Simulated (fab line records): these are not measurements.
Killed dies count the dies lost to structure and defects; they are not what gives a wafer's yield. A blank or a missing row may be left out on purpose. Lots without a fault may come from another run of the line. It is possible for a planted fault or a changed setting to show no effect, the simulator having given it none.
Struck lot and sound lot, side by side + flow sky130 + 18 out of 708 route steps
Sound: these wafers, L499.2, L499.5, L499.6. Wafers struck: L511.3, L511.6. The cause is given at the end.
Order at every step that has rows: each side's tool, ch and its chambers, its first start. Under that, the readings that differ: sound wafers + struck wafers + difference of the means + sigmas: that difference in standard deviations of wafers without a fault.
alike: a reading whose means differ by less than 2 such deviations, as well as words and numbers matching on both sides. not compared: withheld readings; readings where some wafer has no value; bounds like >300 that might hide an equal value; numbers whose values overlap and for which the record gives no deviation.
The two part at a step that has a row with sigmas, a row that says differs or no value, or rows on one side only. Numbers that have no deviation but don't overlap get no sigmas and don't part them. A reading that every wafer of one side lacks parts them only if that side has two wafers or more.

first, 3 steps without rows for these wafers: SKY_VIA1_EXPOSE_09 (exposes mask VIM, target cd 150 nm); SKY_VIA1_PEB_10; SKY_VIA1_DEVELOP_11 (develop time 60 s).
SKY_VIA1_CD_MEAS_12: the cd target is 150 nm.
  sound on cdSem-02, day 34 19:38; struck on cdSem-01, day 39 02:57
  alike: cdNm
SKY_VIA1_OVL_MEAS_13:
  sound on overlay-02, day 34 19:44; struck on overlay-02, day 39 03:02
| reading       | sound      | struck | difference | sigmas |
|---------------|------------|--------|------------|--------|
| VIA1_OVL (nm) | -20 -13 -6 | 2 4    | +16        | +3     |
SKY_VIA1_ETCH_14: etches BARC in N2/H2, stops on SiO2, time 45.9 s, target depth 60 nm.
  sound on rieDiel-04 ch 0,1, day 34 19:46; struck on rieDiel-01 ch 3, day 39 03:04
  alike: drypumpMotorCurrentA, oesProductAu, throttleValvePct
  not compared: rfHoursCounterH
SKY_VIA1_ETCH_15: etches SiO2 in C4F8/O2/Ar, stops on TiN, target depth 351 nm, time 54 s.
  sound on rieDiel-04 ch 0,1, day 34 19:49; struck on rieDiel-01 ch 3, day 39 03:07
  alike: oesProductAu
  not compared: rfHoursCounterH
SKY_VIA1_STRIP_16: strips in O2/N2.
  sound on plasmaAsher-01 ch 0,1, day 34 19:51; struck on plasmaAsher-03 ch 0,1, day 39 03:11
  alike: drypumpMotorCurrentA, oesProductAu, stripTimeToEndpointS
  not compared: rfHoursCounterH
then, 3 steps without rows for these wafers: SKY_VIA1_STRIP_17 (strips in post etch residue remover, time 1200 s); SKY_VIA1_CLEAN_18 (cleans in IPA, time 180 s); SKY_VIA1_CLEAN_19 (cleans in O3/DIW).
SKY_VIA1_SPUTTER_20: material TiN, target thk 20 nm, time 80 s.
  sound on pvdSputter-02, day 34 20:29; struck on pvdSputter-04, day 39 03:45
  alike: throttleValvePct
SKY_VIA1_CVD_21: deposits W, target thk 270 nm, time 80.902 s.
  sound on cvdW-01 ch 0,1, day 34 20:33; struck on cvdW-01 ch 0, day 39 03:50
| reading                           | sound             | struck      | difference | sigmas |
|-----------------------------------|-------------------|-------------|------------|--------|
| model.W_of_VIA1_CVD_21.thkNm (nm) | 271.1 268.7 278.8 | 343.9 345.9 | +72.0      |        |
  alike: chamberPressureTorr, heaterPowerW
SKY_VIA1_RS_MEAS_22: the measuring method here is four-point-probe.
  sound on filmMetro-02, day 34 20:40; struck on filmMetro-01, day 39 04:14
| reading            | sound             | struck      | difference | sigmas |
|--------------------|-------------------|-------------|------------|--------|
| VIA1_W_RS (ohm/sq) | 0.426 0.429 0.412 | 0.334 0.331 | -0.090     | -13    |
  not compared: hold
SKY_VIA1_THK_MEAS_23: measures by xrf.
  sound on filmMetro-02, day 34 20:46; struck on filmMetro-01, day 39 08:05
| reading         | sound       | struck  | difference | sigmas |
|-----------------|-------------|---------|------------|--------|
| VIA1_W_THK (nm) | 277 276 286 | 353 354 | +74        | +17    |
  not compared: hold
SKY_VIA1_CMP_24: polishes, stops on SiO2, t overpolish 15 s, target thk 0 nm.
  sound on cmp-02 ch 0,1,2, day 34 21:08; struck on cmp-01 ch 0,1, day 39 11:36
| reading             | sound    | struck                                          | difference                   | sigmas |
|---------------------|----------|-------------------------------------------------|------------------------------|--------|
| hold                | - - -    | awaitDispo/3.4h/release awaitDispo/3.4h/release | no value on the sound wafers |        |
| timeToEndpointS (s) | 60 62 71 | 80 86                                           | +19                          | +5     |
  alike: motorCurrentA
SKY_METAL2_SPUTTER_00: material Ti, target thk 15 nm, time 10 s.
  sound on pvdSputter-03, day 34 21:17; struck on pvdSputter-01, day 39 11:48
| reading              | sound          | struck    | difference | sigmas |
|----------------------|----------------|-----------|------------|--------|
| throttleValvePct (%) | 28.9 29.5 29.8 | 30.9 31.5 | +1.8       | +2     |
SKY_PAD_OPEN_PROBE_99:
  rows exist in the record for the sound wafers here (prober-01, day 46 19:50), none for the struck ones

WHERE THEY PART
Last at SKY_PAD_OPEN_PROBE_99 as far as this record goes, first at SKY_VIA1_OVL_MEAS_13.

WHY: whatever the simulator had introduced
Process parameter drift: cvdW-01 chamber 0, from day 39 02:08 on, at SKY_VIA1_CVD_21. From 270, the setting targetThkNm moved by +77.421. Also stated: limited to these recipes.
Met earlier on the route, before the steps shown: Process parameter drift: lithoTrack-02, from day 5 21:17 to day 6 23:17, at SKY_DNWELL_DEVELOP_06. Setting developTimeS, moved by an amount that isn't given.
